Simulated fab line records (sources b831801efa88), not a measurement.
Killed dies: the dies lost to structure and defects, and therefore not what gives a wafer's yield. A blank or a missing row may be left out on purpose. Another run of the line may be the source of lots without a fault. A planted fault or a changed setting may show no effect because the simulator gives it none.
What tool caused it? :: flow gf180mcu :: Sampling: 6 lots, 18 wafers, 2 of 602 route steps

WHAT EACH GAUGE READ, for each wafer
GF_V1_THK_MEAS_03.
lot: L765
measured: day 18 19:39
on: film_metro-03
V1_CVD_02_THK (nm): 860 879 869

lot: L767
measured: day 19 20:41
on: film_metro-04
V1_CVD_02_THK (nm): 845 848 840

lot: L769
measured: day 20 07:49
on: film_metro-03
V1_CVD_02_THK (nm): 838 845 852

lot: L771
measured: day 21 12:27
on: film_metro-01
V1_CVD_02_THK (nm): 866 860 868

lot: L775
measured: day 22 21:27
on: film_metro-04
V1_CVD_02_THK (nm): 837 851 840

lot: L777
measured: day 23 13:07
on: film_metro-04
V1_CVD_02_THK (nm): 838 413 871

WHAT TOOL EACH LOT RAN ON (gives the tool, then ch and the chambers of the sampled wafers, and finally the start)
lot: L765
GF_V1_CVD_02: pecvd-04 ch 1,2, day 18 19:34

lot: L767
GF_V1_CVD_02: pecvd-01 ch 0,2, day 19 20:35

lot: L769
GF_V1_CVD_02: pecvd-04 ch 0,1,2, day 20 07:45

lot: L771
GF_V1_CVD_02: pecvd-02 ch 0,1,2, day 21 12:23

lot: L775
GF_V1_CVD_02: pecvd-01 ch 0,1, day 22 21:23

lot: L777
GF_V1_CVD_02: pecvd-02 ch 0,1, day 23 13:02
- GF_V1_CVD_02: deposits SiO2 from TEOS, target thk 850 nm, time 94.851 s.

THE ANSWER, worked out from the rows above alone
Rule: the lots themselves supply what counts as usual. Put in order of their means at a reading, lots are off if they are a third of the lots or fewer, leave a main group of 4 or more, and stand apart from it by a gap of 3 or more times the standard deviation of the main group's means; of several such gaps the widest counts. The tables above print the reading to a certain number of digits; a main group whose means all agree to those digits is not used. Also off: a lot with no number at a reading for which 4 or more lots have one. All remaining lots with rows at the step are treated as sound.
Off: L777, at GF_V1_THK_MEAS_03 (V1_CVD_02_THK). Main group: mean 853 nm, sd 11.
If a tool, at a process step before that reading, ran all the lots that are off and no sound lot after the first of them, it fits. The gauges at GF_V1_THK_MEAS_03 are tried like those tools. 2 tools fit, pecvd-02 at GF_V1_CVD_02 and film_metro-04 at GF_V1_THK_MEAS_03, so this cannot tell which one it is.

WHAT HAD BEEN PUT IN BY THE SIMULATOR
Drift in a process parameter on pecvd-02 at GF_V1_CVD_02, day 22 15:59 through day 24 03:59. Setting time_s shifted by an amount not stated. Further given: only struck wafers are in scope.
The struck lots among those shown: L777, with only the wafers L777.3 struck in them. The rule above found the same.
